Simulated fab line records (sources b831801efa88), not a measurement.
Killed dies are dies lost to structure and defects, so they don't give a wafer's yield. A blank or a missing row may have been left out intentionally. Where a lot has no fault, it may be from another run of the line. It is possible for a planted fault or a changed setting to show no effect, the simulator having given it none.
What tool caused it? | flow sky130 | 18 wafers from 6 lots sampled at 2 of the route's 708 steps

== WHAT THE GAUGES SHOWED, per wafer ==
SKY_VT_ADJUST_PCH_OVL_MEAS_07.
lot  | measured     | on         | VT_ADJUST_PCH_OVL (nm)
L629 | day 11 17:02 | overlay-02 | 0.0 -0.3 -0.8
L631 | day 12 05:48 | overlay-02 | - 2.0 -
L633 | day 12 22:07 | overlay-01 | 1.2 1.3 2.3
L641 | day 15 09:14 | overlay-01 | -0.3 -0.2 -0.8
L648 | day 17 08:59 | overlay-02 | -0.9 -0.3 0.4
L649 | day 17 16:11 | overlay-02 | 3.3 2.7 3.4

== EACH LOT AND THE TOOL THAT RAN IT (in order: tool; ch and the chambers of the sampled wafers; start) ==
lot  | SKY_VT_ADJUST_PCH_DEVELOP_06
L629 | litho-track-04 ch 0, day 11 16:00
L631 | litho-track-04 ch 0, day 12 05:00
L633 | litho-track-02 ch 0, day 12 21:00
L641 | litho-track-01 ch 0, day 15 09:00
L648 | litho-track-01 ch 0, day 17 08:00
L649 | litho-track-01 ch 0, day 17 16:00
- SKY_VT_ADJUST_PCH_DEVELOP_06: develop time 60 s.

== THE ANSWER, worked out from the rows above alone ==
Rule: usual is defined by the lots themselves. The widest of any qualifying gaps counts: lots, ordered by their means at a reading, are off when they make up no more than a third of the lots, leave a main group of 4 or more, and stand apart from it by 3 or more times the standard deviation of that group's means. The tables above print the reading to a certain number of digits; a main group whose means all agree to those digits is not used. Also off: a lot with no number at a reading for which 4 or more lots have one. All remaining lots with rows at the step are treated as sound.
No lot is off at any reading shown: from this, nothing can be told.

== WHAT THE SIMULATOR HAD INSERTED ==
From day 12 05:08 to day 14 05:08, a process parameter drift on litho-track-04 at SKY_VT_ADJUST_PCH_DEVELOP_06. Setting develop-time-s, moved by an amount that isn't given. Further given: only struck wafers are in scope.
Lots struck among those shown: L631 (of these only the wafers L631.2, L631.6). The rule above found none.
